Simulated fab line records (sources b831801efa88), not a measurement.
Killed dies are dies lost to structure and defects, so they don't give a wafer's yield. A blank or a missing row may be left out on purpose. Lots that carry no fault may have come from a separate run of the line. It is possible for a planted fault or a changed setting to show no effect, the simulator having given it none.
Which tool is to blame? + flow gf180mcu + 24 lots with 72 wafers sampled at 4 steps, on a route of 602 steps

== WHAT EACH GAUGE READ, for each wafer ==
GF_M3_OVL_MEAS_15. Usual: M3_OVL -4 nm, standard deviation 5.
| lot  | measured     | on         | M3_OVL (nm) | flag |
|------|--------------|------------|-------------|------|
| L074 | day 21 02:29 | overlay-01 | 4 3 1       |      |
| L075 | day 21 12:39 | overlay-02 | 0 -5 1      |      |
| L076 | day 21 19:51 | overlay-01 | -1 -7 -8    |      |
| L077 | day 22 15:29 | overlay-01 | -2 2 -1     |      |
| L078 | day 22 22:31 | overlay-01 | -3 -10 -8   |      |
| L079 | day 23 08:20 | overlay-01 | -3 -5 1     |      |
| L080 | day 23 14:37 | overlay-02 | 4 -1 -2     |      |
| L081 | day 23 15:34 | overlay-02 | -8 -5 2     |      |
| L082 | day 24 11:22 | overlay-02 | 5 -4 -2     |      |
| L083 | day 24 12:52 | overlay-01 | -2 2 -3     |      |
| L084 | day 24 19:48 | overlay-02 | -7 -10 0    |      |
| L085 | day 25 06:22 | overlay-02 | 5 6 1       |      |
| L086 | day 25 16:03 | overlay-01 | -4 1 -6     |      |
| L087 | day 26 02:19 | overlay-01 | -7 -4 -7    |      |
| L088 | day 26 19:37 | overlay-01 | -11 -4 -8   |      |
| L089 | day 26 21:38 | overlay-01 | 3 0 4       |      |
| L090 | day 27 02:16 | overlay-02 | -11 -9 -7   |      |
| L091 | day 27 08:49 | overlay-01 | -4 -5 -6    |      |
| L092 | day 27 20:09 | overlay-01 | 4 2 2       |      |
| L093 | day 27 20:45 | overlay-01 | -7 -12 -6   |      |
| L094 | day 28 03:17 | overlay-02 | -3 -7 -5    |      |
| L095 | day 28 09:27 | overlay-02 | -9 -4 5     |      |
| L096 | day 28 13:06 | overlay-02 | -7 -12 -6   |      |
| L097 | day 28 21:30 | overlay-02 | -5 -1 -7    |      |

GF_V4_THK_MEAS_03. Usual: V4_CVD_02_THK 845 nm, standard deviation 11.
| lot  | measured     | on            | V4_CVD_02_THK (nm) | flag |
|------|--------------|---------------|--------------------|------|
| L074 | day 23 05:25 | film_metro-02 | 835 861 841        |      |
| L075 | day 23 13:35 | film_metro-03 | 836 836 853        |      |
| L076 | day 23 21:50 | film_metro-04 | 844 857 861        |      |
| L077 | day 24 16:46 | film_metro-03 | 841 832 841        |      |
| L078 | day 24 23:41 | film_metro-02 | 840 859 863        |      |
| L079 | day 25 08:30 | film_metro-03 | 850 850 838        |      |
| L080 | day 25 15:08 | film_metro-02 | 856 865 863        |      |
| L081 | day 25 16:07 | film_metro-04 | 842 847 857        |      |
| L082 | day 26 09:45 | film_metro-04 | 844 862 852        |      |
| L083 | day 26 10:49 | film_metro-02 | 824 828 844        |      |
| L084 | day 26 18:02 | film_metro-04 | 850 842 862        |      |
| L085 | day 27 03:58 | film_metro-04 | 829 857 845        |      |
| L086 | day 27 13:11 | film_metro-04 | 841 830 855        |      |
| L087 | day 27 23:30 | film_metro-03 | 829 849 848        |      |
| L088 | day 28 15:34 | film_metro-04 | 832 837 855        |      |
| L089 | day 28 16:31 | film_metro-04 | 842 849 858        |      |
| L090 | day 28 21:55 | film_metro-02 | 841 827 846        |      |
| L091 | day 29 03:08 | film_metro-03 | 833 829 856        |      |
| L092 | day 29 15:00 | film_metro-04 | 834 848 844        |      |
| L093 | day 29 15:08 | film_metro-04 | 825 813 838        |      |
| L094 | day 29 21:46 | film_metro-04 | 841 834 850        |      |
| L095 | day 30 03:20 | film_metro-02 | 834 842 858        |      |
| L096 | day 30 06:49 | film_metro-02 | 844 845 848        |      |
| L097 | day 30 14:23 | film_metro-04 | 833 857 843        |      |

GF_V5_THK_MEAS_03. Usual: V5_CVD_02_THK 1453 nm, standard deviation 19.
| lot  | measured     | on            | V5_CVD_02_THK (nm) | flag |
|------|--------------|---------------|--------------------|------|
| L074 | day 26 03:04 | film_metro-02 | 1483 1442 1468     |      |
| L075 | day 26 10:08 | film_metro-02 | 1444 1446 1444     |      |
| L076 | day 26 17:56 | film_metro-01 | 1442 1473 1444     |      |
| L077 | day 27 11:19 | film_metro-03 | 1477 1451 1465     |      |
| L078 | day 27 17:50 | film_metro-02 | 1441 1467 1460     |      |
| L079 | day 28 02:12 | film_metro-02 | 1429 1469 1454     |      |
| L080 | day 28 07:38 | film_metro-03 | 1421 1445 1443     |      |
| L081 | day 28 08:22 | film_metro-01 | 1449 1439 1459     |      |
| L082 | day 29 01:19 | film_metro-03 | 1444 1465 1447     |      |
| L083 | day 29 01:52 | film_metro-02 | 1447 1448 1473     |      |
| L084 | day 29 09:16 | film_metro-01 | 1424 1397 1422     |      |
| L085 | day 29 17:32 | film_metro-03 | 1451 1456 1473     |      |
| L086 | day 30 02:41 | film_metro-03 | 1455 1444 1477     |      |
| L087 | day 30 10:45 | film_metro-01 | 1444 1445 1478     |      |
| L088 | day 31 02:29 | film_metro-02 | 1415 1441 1439     |      |
| L089 | day 31 03:12 | film_metro-02 | 1428 1468 1449     |      |
| L090 | day 31 08:04 | film_metro-01 | 1444 1447 1440     |      |
| L091 | day 31 14:49 | film_metro-02 | 1458 1458 1454     |      |
| L092 | day 31 23:22 | film_metro-03 | 1438 1461 1460     |      |
| L093 | day 32 01:15 | film_metro-01 | 1434 1456 1490     |      |
| L094 | day 32 16:52 | film_metro-02 | 1437 1410 1443     |      |
| L095 | day 32 17:02 | film_metro-03 | 1460 1464 1467     |      |
| L096 | day 32 17:02 | film_metro-01 | 1436 1434 1475     |      |
| L097 | day 32 20:32 | film_metro-01 | 1449 1428 1451     |      |

== EACH LOT AND THE TOOL THAT RAN IT (in order: tool; ch and the chambers of the sampled wafers; start) ==
| lot  | GF_NSD_STRIP_11                      |
|------|--------------------------------------|
| L074 | plasma_asher-03 ch 1, day 13 04:23   |
| L075 | plasma_asher-03 ch 0,1, day 13 12:58 |
| L076 | plasma_asher-01 ch 0,1, day 13 18:50 |
| L077 | plasma_asher-02 ch 0,1, day 14 11:34 |
| L078 | plasma_asher-02 ch 0,1, day 14 18:05 |
| L079 | plasma_asher-01 ch 0,1, day 15 03:53 |
| L080 | plasma_asher-01 ch 0,1, day 15 08:54 |
| L081 | plasma_asher-02 ch 0,1, day 15 10:56 |
| L082 | plasma_asher-02 ch 0,1, day 16 06:54 |
| L083 | plasma_asher-01 ch 0,1, day 16 08:10 |
| L084 | plasma_asher-03 ch 0,1, day 16 16:11 |
| L085 | plasma_asher-02 ch 0,1, day 16 23:38 |
| L086 | plasma_asher-03 ch 0,1, day 17 11:56 |
| L087 | plasma_asher-03 ch 0,1, day 18 00:25 |
| L088 | plasma_asher-03 ch 0,1, day 18 17:34 |
| L089 | plasma_asher-01 ch 0,1, day 18 22:05 |
| L090 | plasma_asher-02 ch 0,1, day 19 02:14 |
| L091 | plasma_asher-03 ch 1, day 19 11:47   |
| L092 | plasma_asher-03 ch 0, day 19 22:17   |
| L093 | plasma_asher-03 ch 0,1, day 20 01:13 |
| L094 | plasma_asher-01 ch 0,1, day 20 09:17 |
| L095 | plasma_asher-02 ch 0,1, day 20 16:28 |
| L096 | plasma_asher-03 ch 0,1, day 20 21:08 |
| L097 | plasma_asher-02 ch 0,1, day 21 06:32 |
- GF_NSD_STRIP_11: strips in O2/N2.

== AS READ BY THE TOOLS THEMSELVES (means over the sampled wafers that have a number; for cases with no such wafer, the mark the record gives instead) ==
GF_NSD_STRIP_11. Usual: drypump_motor_current_A 5.6 A, standard deviation 0.44; heater_power_w 307 W, standard deviation 37; oes_product_au 0.488 a.u., standard deviation 0.0044; strip_time_to_endpoint_s 22.99 s, standard deviation 0.039.
| lot  | tool            | drypump_motor_current_A (A) | heater_power_w (W) | oes_product_au (a.u.) | strip_time_to_endpoint_s (s) | flag |
|------|-----------------|-----------------------------|--------------------|-----------------------|------------------------------|------|
| L074 | plasma_asher-03 | 5.4                         | 243                | 0.485                 | 22.95                        |      |
| L075 | plasma_asher-03 | 5.6                         | 276                | 0.487                 | 22.93                        |      |
| L076 | plasma_asher-01 | 5.0                         | 314                | 0.483                 | 23.06                        |      |
| L077 | plasma_asher-02 | 5.9                         | 316                | 0.489                 | 22.97                        |      |
| L078 | plasma_asher-02 | 5.9                         | 317                | 0.488                 | 22.92                        |      |
| L079 | plasma_asher-01 | 5.2                         | 303                | 0.487                 | 22.99                        |      |
| L080 | plasma_asher-01 | 5.0                         | 311                | 0.485                 | 22.96                        |      |
| L081 | plasma_asher-02 | 5.9                         | 321                | 0.486                 | 22.99                        |      |
| L082 | plasma_asher-02 | 5.8                         | 334                | 0.490                 | 23.02                        |      |
| L083 | plasma_asher-01 | 5.2                         | 303                | 0.486                 | 22.96                        |      |
| L084 | plasma_asher-03 | 5.6                         | 276                | 0.490                 | 23.02                        |      |
| L085 | plasma_asher-02 | 5.8                         | 335                | 0.492                 | 23.00                        |      |
| L086 | plasma_asher-03 | 5.6                         | 273                | 0.490                 | 22.99                        |      |
| L087 | plasma_asher-03 | 5.8                         | 304                | 0.486                 | 22.97                        |      |
| L088 | plasma_asher-03 | 5.9                         | 304                | 0.496                 | 22.98                        |      |
| L089 | plasma_asher-01 | 5.0                         | 311                | 0.488                 | 23.01                        |      |
| L090 | plasma_asher-02 | 5.8                         | 336                | 0.485                 | 22.95                        |      |
| L091 | plasma_asher-03 | 5.4                         | 245                | 0.490                 | 23.02                        |      |
| L092 | plasma_asher-03 | 6.1                         | 333                | 0.492                 | 23.00                        |      |
| L093 | plasma_asher-03 | 5.9                         | 305                | 0.489                 | 23.01                        |      |
| L094 | plasma_asher-01 | 5.2                         | 303                | 0.489                 | 22.97                        |      |
| L095 | plasma_asher-02 | 5.8                         | 333                | 0.485                 | 22.96                        |      |
| L096 | plasma_asher-03 | 5.6                         | 273                | 0.483                 | 23.01                        |      |
| L097 | plasma_asher-02 | 5.8                         | 334                | 0.489                 | 23.01                        |      |

== THE ANSWER, worked out from the rows above alone ==
Rule: a lot counts as off when the mean over its wafers that have a number is more than 3 standard deviations away from the usual mean. Also off: a lot with no number at a reading for which 4 or more lots have one. All remaining lots with rows at the step are treated as sound. First the gauges in route order, then the tools' own readings, where a lot's mean is used as printed above. The first step at which some lot is off is used, and at that step the reading that is off furthest; a lot without a number counts as furthest.
No lot is off at any reading shown: from this, nothing can be told.

== WHAT THE SIMULATOR HAD INSERTED ==
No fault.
